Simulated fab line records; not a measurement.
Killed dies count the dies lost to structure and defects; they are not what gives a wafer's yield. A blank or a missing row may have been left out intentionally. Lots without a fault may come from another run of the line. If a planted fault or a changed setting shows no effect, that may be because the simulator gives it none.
Struck lot and sound lot, side by side + flow gf180mcu + 28 steps out of a route of 602
Sound: these wafers, L553.1, L553.4, L553.5. The struck wafers were L557.3, L557.4, L557.6. The cause comes at the end.
Each step with rows lists, per side, the tool, then ch with its chambers, then its first start. Under that, the readings that differ: sound wafers + struck wafers + difference of the means + sigmas: that difference in standard deviations of wafers without a fault.
alike: same words and numbers on both sides, and readings whose means sit less than 2 such deviations apart. not compared: any withheld reading, any reading some wafer has no value for, any bound like >300 that may hide the same value, and any number with overlapping values for which the record gives no deviation.
A row with sigmas, a row that says differs or no value, or rows on one side alone: a step with any of these is where the two part. Non-overlapping numbers with no deviation appear without sigmas and do not part them. A reading missing from all wafers of one side parts the sides only when that side holds two or more wafers.

GF_V3_OVL_MEAS_15:
  sound on overlay-01 at day 27 05:37; struck on overlay-02 at day 28 06:54
  alike: V3_OVL
then, 1 step without rows for these wafers: GF_V3_ETCH_16 (etches BARC in N2/H2).
GF_V3_ETCH_17: etches SiO2 in C4F8/O2/Ar, stops on TiN, target depth 635 nm.
  sound: rie diel-03 ch 0,3; struck: rie diel-04 ch 2,3
  alike: chamber pressure mTorr, oes product au
GF_V3_STRIP_18: strips in O2/N2.
  sound on plasma asher-03 ch 0, day 27 05:46; struck on plasma asher-04 ch 0,1, day 28 07:05
| reading                     | sound       | struck      | difference | sigmas |
|-----------------------------|-------------|-------------|------------|--------|
| drypump motor current A (A) | 5.1 5.1 5.1 | 6.1 5.9 6.1 | +0.9       | +2     |
| heater power w (W)          | 406 403 392 | 331 331 335 | -68        | -2     |
  alike: chamber pressure mTorr, n2 flow sccm, o2 flow sccm, oes product au
  not compared: rf hours counter h
then, 2 steps without rows for these wafers: GF_V3_STRIP_19 (strips in post etch residue remover, time 1200 s); GF_V3_CLEAN_20 (cleans in DIW).
GF_V3_SPUTTER_21: material Ti, target thk 15 nm, time 80.02 s.
  sound on pvd sputter-02 at day 27 06:19; struck on pvd sputter-04 at day 28 07:37
  alike: cathode dc power W, chamber pressure pa, throttle valve pct
GF_V3_SPUTTER_22: material TiN, target thk 10 nm, time 40 s.
  sound on pvd sputter-02 at day 27 06:22; struck on pvd sputter-04 at day 28 07:41
  alike: cathode dc power W, chamber pressure pa, throttle valve pct
then, 1 step without rows for these wafers: GF_V3_CVD_23 (deposits W, target thk 350 nm, time 104.9 s).
GF_V3_RS_MEAS_24: a four-point-probe measurement.
  sound on film metro-03 at day 27 06:31; struck on film metro-03 at day 28 07:52
  alike: V3_W_RS
GF_V3_THK_MEAS_25: measures by xrf.
  sound on film metro-03 at day 27 06:38; struck on film metro-03 at day 28 07:58
  alike: V3_W_THK
then, 1 step without rows for these wafers: GF_V3_CMP_26 (polishes, stops on SiO2, t overpolish 15 s, target thk 0 nm).
GF_M4_SPUTTER_00: material Ti, target thk 37.5 nm, time 150 s.
  sound on pvd sputter-04 at day 27 07:00; struck on pvd sputter-01 at day 28 08:19
  no value came back on the struck wafers for cathode dc power W (W), chamber pressure pa (Pa), throttle valve pct (%); on the sound wafers cathode dc power W (W) reads 4001.9 4000.1 3999.6
then, 11 steps without rows for these wafers: GF_M4_SPUTTER_01 (material TiN, target thk 30 nm, time 25 s); GF_M4_SPUTTER_02 (material AlCu, target thk 450 nm, time 23.9 s); GF_M4_SPUTTER_03 (material Ti, target thk 10 nm, time 6.7 s); GF_M4_SPUTTER_04 (material TiN, target thk 50 nm, time 41.7 s); GF_M4_DEHYDRATE_07 (time 60 s); GF_M4_HMDS_08 (prime time 60 s); GF_M4_COAT_09 (resist thk 1000 nm); GF_M4_SOFTBAKE_10 (time 60 s); GF_M4_EXPOSE_11 (exposes mask Metal4, target cd 280 nm); GF_M4_PEB_12 (peb time 90 s); GF_M4_DEVELOP_13 (develop time 60 s).
GF_M4_CD_MEAS_14: the cd target is 280 nm.
  sound on cd sem-01 at day 28 02:16; struck on cd sem-02 at day 29 02:22
  alike: cd nm
GF_M4_OVL_MEAS_15:
  sound on overlay-02 at day 28 02:23; struck on overlay-01 at day 29 02:28
  alike: M4_OVL
GF_M4_METAL_ETCH_16: etches the open film in Cl2/BCl3, stops on SiO2, target depth 627.5 nm, time 104.6 s.
  sound on rie metal-01 ch 1, day 28 02:26; struck on rie metal-02 ch 0, day 29 02:35
| reading                     | sound                | struck               | difference | sigmas |
|-----------------------------|----------------------|----------------------|------------|--------|
| drypump motor current A (A) | 6.4 6.4 6.4          | 5.7 5.7 5.7          | -0.7       | -2     |
| oes product au (a.u.)       | 0.976 0.962 0.967    | 0.983 0.985 0.993    | +0.019     | +3     |
| throttle valve pct (%)      | 28.259 28.268 28.246 | 28.244 28.220 28.238 | -0.024     | -2     |
  alike: chamber pressure mTorr
  not compared: rf hours counter h
GF_M4_STRIP_17: strips in O2/N2.
  sound on plasma asher-03 ch 0, day 28 02:32; struck on plasma asher-03 ch 0,1, day 29 02:49
  alike: chamber pressure mTorr, drypump motor current A, heater power w, n2 flow sccm, o2 flow sccm, oes product au, strip time to endpoint s
  not compared: rf hours counter h

== WHERE THEY PART ==
First at GF_V3_STRIP_18; last, within this record, at GF_M4_METAL_ETCH_16. Later steps at which nothing parts them and some readings are alike: GF_M4_STRIP_17.

WHY: what had been put in by the simulator
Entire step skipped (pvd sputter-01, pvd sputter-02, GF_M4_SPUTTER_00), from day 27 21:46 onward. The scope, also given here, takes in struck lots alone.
